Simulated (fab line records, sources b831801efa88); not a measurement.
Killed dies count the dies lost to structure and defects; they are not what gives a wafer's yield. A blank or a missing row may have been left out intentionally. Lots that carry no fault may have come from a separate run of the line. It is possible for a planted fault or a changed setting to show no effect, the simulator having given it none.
fab line records    flow sky130
record: lots: 5  wafers: 15  last_day: 51
route steps=708 shown POLY_CUT@318 SD_P@320 RES_XHIGH@332 SD_N@342
lots that met no fault: from a run of the same line without faults
start_h: start of the lot's first displayed wafer, in hours after the record's first day    wait_h: hours since the lot's step before    " as in the row above    L1.1+2: a single row standing in for several wafers    - no value, or no start given    * or withheld: withheld    < > ~ a bound
route shown NAME@n: NAME is a module with steps in the file, n the number in the route of the first one    usual: mean and standard deviation over wafers with no fault    same: alike in all rows    chamber/n: place in a boat    sites: per-site readings    _std_site: the standard deviation of these    _edge_site: the outer-site mean with the inner-site mean subtracted    radius_mm: how far each site lies from the wafer's centre    mask NAME#n: copy n    behind: the last tool/chamber to shape the wafer    hold: reason for holding the lot/hours on hold/outcome of the hold    device: the n, p or np transistor that did not switch    end of line: tests run on the same wafers once the route is complete    a step given without rows: its recipe and nothing more    killed: count of dies lost to structure and defects at first sort (not the wafer's yield)    map: dies across one wafer; x = killed, . = not, _ = none there
set.NAME: the setting that was run; set.NAME@STEP: the one run at that earlier step    model.NAME: the simulator's own value behind a step, which no gauge read
lots seen at some steps along the route; tables by step, rows by wafer
services: when a tool's chamber went out of use (start_h, in hours from the record's first day, below 0 if earlier), for how many hours, and the reason
== steps ==
step: SKY_POLY_CUT_ETCH_11
recipe: target: Si3N4  chemistry: CF4/CH2F2/Ar  stop_on: poly-Si  source_w: 600  bias_w: 150  pressure_mtorr: 40  cf4_flow_sccm: 40  ch2f2_flow_sccm: 20  Ar_flow_sccm: 150  time_s: 42.5  target_depth_a: 600
usual: drypump_motor_current_A: 5.8/0.45  mfc_ar_sccm: 150.0/0.49  oes_product_au: 0.828/0.0069  throttle_valve_pct: 14.994/0.0092
lot.wafer  tool         chamber  start_h  wait_h  drypump_motor_current_A  mfc_ar_sccm  oes_product_au  rf_hours_counter_h  throttle_valve_pct
L416.1     rie_diel-01  3        579.79   0.0     5.5                      149.1        0.823           9                   14.991
L416.3     "            2        "        "       5.4                      149.6        0.833           1                   14.989
L416.6     "            2        "        "       5.4                      149.0        0.838           -                   14.985
L423.2     rie_diel-04  3        644.66   0.0     6.0                      150.3        0.832           11                  15.009
L423.3     "            0        "        "       4.8                      150.9        0.838           3                   14.986
L423.5     "            2        "        "       6.4                      149.8        0.826           -                   14.977
L432.1     rie_diel-01  2        715.34   0.0     5.4                      149.5        0.839           5                   15.010
L432.2     "            0        "        "       5.7                      149.6        0.828           35                  14.994
L432.4     "            1        "        "       5.5                      150.5        0.826           21                  14.998
L431.3     rie_diel-02  3        719.45   0.0     5.3                      149.7        0.827           12                  14.996
L431.5     "            0        "        "       6.3                      149.8        0.830           -                   14.996
L431.6     "            1        "        "       5.7                      150.8        0.835           -                   14.992
L437.2     rie_diel-04  1        761.36   0.0     6.2                      149.9        0.830           5                   15.004
L437.3     "            3        "        "       6.0                      150.2        0.822           13                  14.987
L437.4     "            2        "        "       6.4                      150.8        0.829           33                  14.980
step: SKY_POLY_CUT_STRIP_12
recipe: chemistry: O2/N2  power_w: 1400  pressure_mtorr: 1500  platen_temp_c: withheld  o2_flow_sccm: 3000  n2_flow_sccm: 300  overash_fraction: 0.5
usual: drypump_motor_current_A: 6.0/0.34  n2_flow_sccm: 300.1/0.98  oes_product_au: 0.452/0.0044  strip_time_to_endpoint_s: 5.352/0.013
same: overash_fraction: 0.5
lot.wafer  tool             chamber  start_h  wait_h  drypump_motor_current_A  n2_flow_sccm  oes_product_au  rf_hours_counter_h  strip_time_to_endpoint_s
L416.1     plasma_asher-01  0        579.83   0.0     6.2                      301.0         0.450           77                  5.354
L416.3     "                1        "        "       5.9                      298.5         0.455           -                   5.350
L416.6     "                1        "        "       5.9                      298.3         0.457           -                   5.354
L423.2     plasma_asher-04  0        644.70   0.0     6.1                      300.3         0.451           22                  5.390
L423.3     "                1        "        "       6.2                      298.9         0.459           -                   5.356
L423.5     "                0        "        "       6.1                      300.0         0.449           -                   5.361
L432.1     plasma_asher-02  1        715.38   0.0     5.2                      301.0         0.457           55                  5.352
L432.2     "                0        "        "       6.4                      300.2         0.452           55                  5.361
L432.4     "                0        "        "       6.3                      301.1         0.450           -                   5.367
L431.3     plasma_asher-02  1        719.52   0.1     5.2                      299.6         0.449           -                   5.317
L431.5     "                0        "        "       6.4                      300.2         0.461           -                   5.362
L431.6     "                1        "        "       5.2                      299.0         0.449           -                   5.361
L437.2     plasma_asher-02  0        761.40   0.0     6.4                      300.2         0.450           61                  5.365
L437.3     "                0        "        "       6.3                      299.9         0.462           -                   5.352
L437.4     "                1        "        "       5.2                      300.1         0.454           -                   5.355
step: SKY_SD_P_DEHYDRATE_00
recipe: temp_c: 200  time_s: 60
step: SKY_SD_P_HMDS_01
recipe: prime_time_s: 60  prime_temp_c: 120
step: SKY_SD_P_COAT_02
recipe: resist: NOVOLAK  spin_rpm: 3000  resist_thk_nm: 1140
step: SKY_SD_P_SOFTBAKE_03
recipe: temp_c: 90  time_s: 60  resist: NOVOLAK
step: SKY_SD_P_EXPOSE_04
recipe: mask_id: PSDM  na: 0.6  source_shape: conventional  sigma_outer: 0.6  polarization: unpolarized  target_cd_nm: 380  dose_mj: 138
step: SKY_SD_P_PEB_05
recipe: temp_c: withheld  time_s: *  resist: NOVOLAK
step: SKY_SD_P_DEVELOP_06
recipe: resist: NOVOLAK  developer: TMAH  develop_time_s: 60  dev_temp_c: 23
step: SKY_SD_P_CD_MEAS_07
recipe: target_cd_nm: 380
usual: cd_nm: 378.8/2.1
lot.wafer  tool       chamber  start_h  wait_h  cd_nm
L416.1     cd_sem-01  -        609.24   0.1     377.2
L416.3     "          -        "        "       378.6
L416.6     "          -        "        "       375.9
L423.2     cd_sem-01  -        673.77   0.1     380.9
L423.3     "          -        "        "       381.1
L423.5     "          -        "        "       380.6
L432.1     cd_sem-02  -        743.00   0.1     376.5
L432.2     "          -        "        "       375.9
L432.4     "          -        "        "       375.2
L431.3     cd_sem-01  -        747.64   0.1     380.5
L431.5     "          -        "        "       384.3
L431.6     "          -        "        "       380.9
L437.2     cd_sem-01  -        789.02   0.1     377.0
L437.3     "          -        "        "       379.3
L437.4     "          -        "        "       379.8
step: SKY_SD_P_OVL_MEAS_08
usual: SD_P_OVL: -0.8/1.5
lot.wafer  tool        chamber  start_h  wait_h  SD_P_OVL[nm]
L416.1     overlay-01  -        609.36   0.1     -2.5
L416.3     "           -        "        "       -2.9
L416.6     "           -        "        "       -2.0
L423.2     overlay-01  -        673.88   0.1     -1.5
L423.3     "           -        "        "       -0.5
L423.5     "           -        "        "       -0.7
L432.1     overlay-01  -        743.12   0.1     -0.9
L432.2     "           -        "        "       -3.5
L432.4     "           -        "        "       -2.1
L431.3     overlay-01  -        747.74   0.1     0.2
L431.5     "           -        "        "       -2.0
L431.6     "           -        "        "       -1.0
L437.2     overlay-02  -        789.13   0.1     0.9
L437.3     "           -        "        "       -0.3
L437.4     "           -        "        "       -1.8
step: SKY_SD_P_IMPLANT_09
recipe: species: BF2  energy_kev: 20  dose_cm2: 3e+15  tilt_deg: 0
step: SKY_SD_P_STRIP_10
recipe: chemistry: O2/N2  power_w: 1400  pressure_mtorr: 1500  platen_temp_c: withheld  o2_flow_sccm: 3000  n2_flow_sccm: 300  overash_fraction: 0.5
usual: drypump_motor_current_A: 6.12/0.28  n2_flow_sccm: 299.9/1  oes_product_au: 0.617/0.0046  strip_time_to_endpoint_s: 17.51/0.038
same: overash_fraction: 0.5
lot.wafer  tool             chamber  start_h  wait_h  drypump_motor_current_A  n2_flow_sccm  oes_product_au  rf_hours_counter_h  strip_time_to_endpoint_s  model.NOVOLAK_of_SD_P_COAT_02.thk_nm
L416.1     plasma_asher-04  0        609.55   0.1     6.09                     301.1         0.620           18                  17.57                     0
L416.3     "                0        "        "       6.06                     301.1         0.618           -                   17.60                     0
L416.6     "                0        "        "       6.07                     300.6         0.618           -                   17.58                     0
L423.2     plasma_asher-03  1        674.06   0.1     6.48                     298.7         0.616           97                  17.47                     0
L423.3     "                0        "        "       5.81                     301.4         0.623           -                   17.46                     0
L423.5     "                0        "        "       5.78                     302.0         0.616           -                   17.50                     0
L432.1     plasma_asher-04  0        743.31   0.1     6.06                     301.2         0.792           33                  -                         153.5
L432.2     "                1        "        "       6.23                     299.3         0.781           33                  -                         153.1
L432.4     "                1        "        "       6.24                     299.0         0.783           -                   -                         153.3
L431.3     plasma_asher-01  0        747.94   0.1     6.15                     299.3         0.615           -                   17.53                     0
L431.5     "                1        "        "       5.90                     300.0         0.615           -                   17.50                     0
L431.6     "                0        "        "       6.16                     298.8         0.613           -                   17.51                     0
L437.2     plasma_asher-03  0        789.31   0.1     5.79                     300.6         0.618           4                   17.50                     0
L437.3     "                0        "        "       5.80                     300.5         0.618           -                   17.44                     0
L437.4     "                1        "        "       6.49                     300.9         0.616           -                   17.48                     0
step: SKY_SD_P_TW_MEAS_11
usual: SD_P_TW: 2832/22
lot.wafer  tool           chamber  start_h  wait_h  SD_P_TW
L416.1     film_metro-01  -        609.65   0.1     2824
L416.3     "              -        "        "       2829
L416.6     "              -        "        "       2839
L423.2     film_metro-03  -        674.17   0.1     2856
L423.3     "              -        "        "       2847
L423.5     "              -        "        "       2854
L432.1     film_metro-03  -        743.41   0.1     2850
L432.2     "              -        "        "       2848
L432.4     "              -        "        "       2843
L431.3     film_metro-04  -        748.03   0.1     2810
L431.5     "              -        "        "       2827
L431.6     "              -        "        "       2812
L437.2     film_metro-04  -        789.42   0.1     2782
L437.3     "              -        "        "       2781
L437.4     "              -        "        "       2786
step: SKY_RES_XHIGH_DEHYDRATE_00
recipe: temp_c: 200  time_s: 60
step: SKY_RES_XHIGH_HMDS_01
recipe: prime_time_s: 60  prime_temp_c: 120
step: SKY_RES_XHIGH_COAT_02
recipe: resist: NOVOLAK  spin_rpm: 2953  resist_thk_nm: 1140
step: SKY_RES_XHIGH_SOFTBAKE_03
recipe: temp_c: 90  time_s: 60  resist: NOVOLAK
step: SKY_RES_XHIGH_EXPOSE_04
recipe: mask_id: URPM  na: 0.6  source_shape: conventional  sigma_outer: 0.6  polarization: unpolarized  target_cd_nm: 1270  dose_mj: 140
step: SKY_RES_XHIGH_PEB_05
recipe: temp_c: withheld  time_s: *  resist: NOVOLAK
step: SKY_RES_XHIGH_DEVELOP_06
recipe: resist: NOVOLAK  developer: TMAH  develop_time_s: 60  dev_temp_c: 23
step: SKY_RES_XHIGH_IMPLANT_07
recipe: species: BF2  energy_kev: 20  dose_cm2: 3.6e+14  tilt_deg: 0
step: SKY_RES_XHIGH_STRIP_08
recipe: chemistry: O2/N2  power_w: 1400  pressure_mtorr: 1500  platen_temp_c: withheld  o2_flow_sccm: 3000  n2_flow_sccm: 300  overash_fraction: 0.5
usual: drypump_motor_current_A: 6.0/0.47  n2_flow_sccm: 300.0/0.87  oes_product_au: 0.710/0.0042  strip_time_to_endpoint_s: 14.366/0.023
same: overash_fraction: 0.5
lot.wafer  tool             chamber  start_h  wait_h  drypump_motor_current_A  n2_flow_sccm  oes_product_au  rf_hours_counter_h  strip_time_to_endpoint_s
L416.1     plasma_asher-03  0        638.94   0.1     5.8                      300.3         0.706           93                  14.340
L416.3     "                0        "        "       5.8                      299.4         0.705           -                   14.362
L416.6     "                1        "        "       6.5                      301.1         0.712           -                   14.368
L423.2     plasma_asher-01  0        702.29   0.1     6.1                      299.2         0.707           88                  14.409
L423.3     "                0        "        "       6.2                      298.3         0.715           -                   14.359
L423.5     "                1        "        "       5.9                      299.8         0.718           -                   14.373
L432.1     plasma_asher-03  1        771.55   0.1     6.5                      300.8         0.707           3                   16.718
L432.2     "                0        "        "       5.8                      297.9         0.712           3                   16.667
L432.4     "                0        "        "       5.8                      297.5         0.712           -                   16.709
L431.3     plasma_asher-02  0        775.83   0.1     6.3                      301.3         0.717           -                   14.325
L431.5     "                0        "        "       6.3                      300.5         0.718           -                   14.329
L431.6     "                1        "        "       5.2                      299.0         0.708           -                   14.367
L437.2     plasma_asher-01  0        815.74   0.1     6.2                      299.1         0.713           96                  14.389
L437.3     "                0        "        "       6.2                      299.7         0.714           -                   14.399
L437.4     "                1        "        "       5.9                      300.1         0.711           -                   14.385
step: SKY_RES_XHIGH_TW_MEAS_09
usual: RES_XHIGH_TW: 1639/16
lot.wafer  tool           chamber  start_h  wait_h  RES_XHIGH_TW
L416.1     film_metro-03  -        639.04   0.1     1671
L416.3     "              -        "        "       1667
L416.6     "              -        "        "       1664
L423.2     film_metro-03  -        702.40   0.1     1635
L423.3     "              -        "        "       1636
L423.5     "              -        "        "       1641
L432.1     film_metro-04  -        771.65   0.1     30
L432.2     "              -        "        "       29
L432.4     "              -        "        "       30
L431.3     film_metro-04  -        775.91   0.1     1606
L431.5     "              -        "        "       1613
L431.6     "              -        "        "       1615
L437.2     film_metro-01  -        815.85   0.1     1652
L437.3     "              -        "        "       1643
L437.4     "              -        "        "       1651
step: SKY_SD_N_DEHYDRATE_00
recipe: temp_c: 200  time_s: 60
== services ==
tool             chamber  start_h  hours  kind
plasma_asher-03  -        571.70   0.3    repair
rie_diel-04      -        577.41   4.1    repair
rie_diel-01      0        590.38   24.5   repair
rie_diel-01      1        612.64   3.3    repair
plasma_asher-01  -        618.26   0.8    repair
plasma_asher-01  -        619.28   1.6    repair
plasma_asher-01  -        636.11   13.7   repair
plasma_asher-01  -        668.12   1.2    repair
rie_diel-02      2        683.69   34.9   repair
rie_diel-04      0        693.65   3.2    repair
rie_diel-01      3        700.66   9.5    repair
rie_diel-04      3        701.41   14.0   repair
rie_diel-04      2        705.06   4.3    repair
plasma_asher-02  -        707.43   2.2    repair
plasma_asher-01  -        716.65   28.1   pm
plasma_asher-03  -        733.80   9.0    pm
plasma_asher-03  0        733.80   9.0    vent_cycle
plasma_asher-03  1        733.80   9.0    vent_cycle
plasma_asher-03  0        742.80   -      clean
plasma_asher-03  1        742.80   -      clean
rie_diel-01      1        768.08   6.9    repair
rie_diel-01      3        771.41   4.1    repair
plasma_asher-04  -        773.84   3.5    repair
rie_diel-02      -        800.67   0.4    repair
== key ==
first_sign: step: SKY_SD_P_STRIP_10  reading: oes_product_au  direction: up  sigmas: 36  usual: 0.617  struck: 0.785
effect: step: SKY_RES_XHIGH_STRIP_08  reading: strip_time_to_endpoint_s  direction: up  sigmas: 99+  usual: *  struck: *
effect: step: SKY_RES_XHIGH_TW_MEAS_09  reading: RES_XHIGH_TW  direction: down  sigmas: 99+  usual: 1639  struck: 30
model_effect: step: SKY_SD_P_STRIP_10  value: NOVOLAK_of_SD_P_COAT_02.thk_nm  without: 0  struck: 153.3
model_effect: step: SKY_PAD_OPEN_PROBE_99  value: etest.res_xhigh_po.open  without: 0  struck: 1
met_at SKY_SD_P_STRIP_10
struck_wafers L432.1,L432.2,L432.4
sort_left_out L432.1,L432.2,L432.4
tester_left_out L432
onset_between 609.55 743.31
fault: kind: strip_aborted  tool: plasma_asher-04  chamber: -  onset_h: 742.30  steps: SKY_SD_P_STRIP_10  offset: 0.42173  end_h: 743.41
tester_left_out: of these lots the tester's yield and bins aren't shown, on N5 and GAA mostly nor the transistor test; their killed dies are dies lost to structure and defects alone, not to doping, threshold or leakage, so they don't give the yield
sort_left_out: the simulated sort isn't trusted on such a fault, so these wafers' sort isn't shown, and their yield isn't known
